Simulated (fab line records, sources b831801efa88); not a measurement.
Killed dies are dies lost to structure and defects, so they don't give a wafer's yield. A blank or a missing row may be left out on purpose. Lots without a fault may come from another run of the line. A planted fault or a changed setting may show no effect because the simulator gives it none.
Chamber matching | flow sky130 | SKY_LI_CONTACT_ETCH_15 on rie_diel-02: 4 sister chambers
The step etches PSG in C4F8/O2/Ar, stops on Si, target depth 600 nm. 4 wafers are shown with their chamber, then 12 later ones without.

WAFERS WITH THEIR CHAMBER
wafer  | chamber | oes_product_au (a.u.)
L084.3 | 2       | 0.831
L087.3 | 3       | 0.830
L087.4 | 0       | 0.834
L087.6 | 1       | 0.833

WAFERS WITHOUT THEIR CHAMBER
wafer  | oes_product_au (a.u.)
L088.2 | 0.834
L088.3 | 0.825
L088.5 | 0.833
L090.1 | 0.835
L090.2 | 0.828
L090.3 | 0.834
L090.4 | 0.836
L090.5 | 0.839
L090.6 | 0.831
L095.2 | 0.836
L095.3 | 0.833
L095.4 | 0.834

WHICH CHAMBER EACH WENT THROUGH
wafer  | from the rows above               | in truth
L088.2 | can't be placed: 0 or 1 or 2 or 3 | 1
L088.3 | can't be placed: 3 or 2 or 1 or 0 | 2
L088.5 | can't be placed: 1 or 0 or 2 or 3 | 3
L090.1 | can't be placed: 0 or 1 or 2 or 3 | 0
L090.2 | can't be placed: 3 or 2 or 1 or 0 | 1
L090.3 | can't be placed: 0 or 1 or 2 or 3 | 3
L090.4 | can't be placed: 0 or 1 or 2 or 3 | 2
L090.5 | can't be placed: 0 or 1 or 2 or 3 | 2
L090.6 | can't be placed: 2 or 3 or 1 or 0 | 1
L095.2 | can't be placed: 0 or 1 or 2 or 3 | 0
L095.3 | can't be placed: 1 or 0 or 2 or 3 | 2
L095.4 | can't be placed: 0 or 1 or 2 or 3 | 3
Placed correctly: 0 of 12. Can't be placed from these rows: 12 (the true chamber is among the candidates in 12). Placed wrongly: 0.
How it was worked out, from the rows above alone: a wafer's distance from a chamber is the root of the sum, over the readings, of the square of ((its reading less the chamber's mean) divided by the reading's scatter). The wafer belongs to the nearest chamber; if the next one is less than 2 further off, it can't be placed. A chamber's mean is the mean of its shown wafers. The scatter: with one shown wafer a chamber, the root of the mean of the squares of how far each hidden wafer lies from its nearest shown one.
